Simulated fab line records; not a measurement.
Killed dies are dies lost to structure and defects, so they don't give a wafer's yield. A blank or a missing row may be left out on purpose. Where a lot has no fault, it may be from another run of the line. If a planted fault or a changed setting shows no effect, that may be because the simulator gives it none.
Which tool did it?    flow gf180mcu    12 lots with 36 wafers sampled at 2 steps, on a route of 602 steps

WHAT EACH GAUGE READ, for each wafer
GF_M2_RS_MEAS_05: measurement is done with a four-point probe.
lot   measured      on             M2_ALCU_RS (ohm/sq)
L075  day 18 09:22  film-metro-02  0.0705 0.0695 0.0708
L077  day 19 07:55  film-metro-03  0.0691 0.0697 0.0690
L079  day 20 03:51  film-metro-02  0.0702 0.0700 0.0702
L081  day 21 07:46  film-metro-01  0.0692 0.0689 0.0686
L083  day 21 15:46  film-metro-02  0.0689 0.0703 0.0693
L085  day 22 12:14  film-metro-01  0.0711 0.0693 0.0708
L087  day 23 02:37  film-metro-01  0.0698 0.0693 0.0689
L089  day 23 13:14  film-metro-03  0.0680 0.0689 0.0689
L091  day 24 10:20  film-metro-02  0.0688 0.0698 0.0697
L093  day 25 15:26  film-metro-02  0.0681 0.0688 0.0684
L095  day 25 21:28  film-metro-03  0.0689 0.0696 0.0706
L097  day 26 07:15  film-metro-03  0.0697 0.0697 0.0687

WHAT TOOL EACH LOT RAN ON (gives the tool, then ch and the chambers of the sampled wafers, and finally the start)
lot   GF_HV_LDD_STRIP_22
L075  plasma-asher-01 ch 0,1, day 10 22:55
L077  plasma-asher-01 ch 0,1, day 11 15:56
L079  plasma-asher-02 ch 1, day 12 09:36
L081  plasma-asher-04 ch 0,1, day 13 01:06
L083  plasma-asher-02 ch 0,1, day 13 13:31
L085  plasma-asher-04 ch 0,1, day 14 06:43
L087  plasma-asher-04 ch 0,1, day 14 20:12
L089  plasma-asher-01 ch 0,1, day 15 08:25
L091  plasma-asher-04 ch 0,1, day 16 02:26
L093  plasma-asher-01 ch 0,1, day 17 09:19
L095  plasma-asher-02 ch 0,1, day 17 17:00
L097  plasma-asher-01 ch 0,1, day 18 06:02
- GF_HV_LDD_STRIP_22: strips in O2/N2.

THE ANSWER, worked out from the rows above alone
Rule: the usual values come from the lots themselves. Put in order of their means at a reading, lots are off if they are a third of the lots or fewer, leave a main group of 4 or more, and stand apart from it by a gap of 3 or more times the standard deviation of the main group's means; of several such gaps the widest counts. The tables above print the reading to a certain number of digits; a main group whose means all agree to those digits is not used. A lot without any number at a reading at which 4 lots or more have one is off too. Where the step has rows for the other lots, those lots are counted as sound.
Across all readings shown, no lot is off: no conclusion can be drawn from this.

WHAT WAS PUT IN BY THE SIMULATOR
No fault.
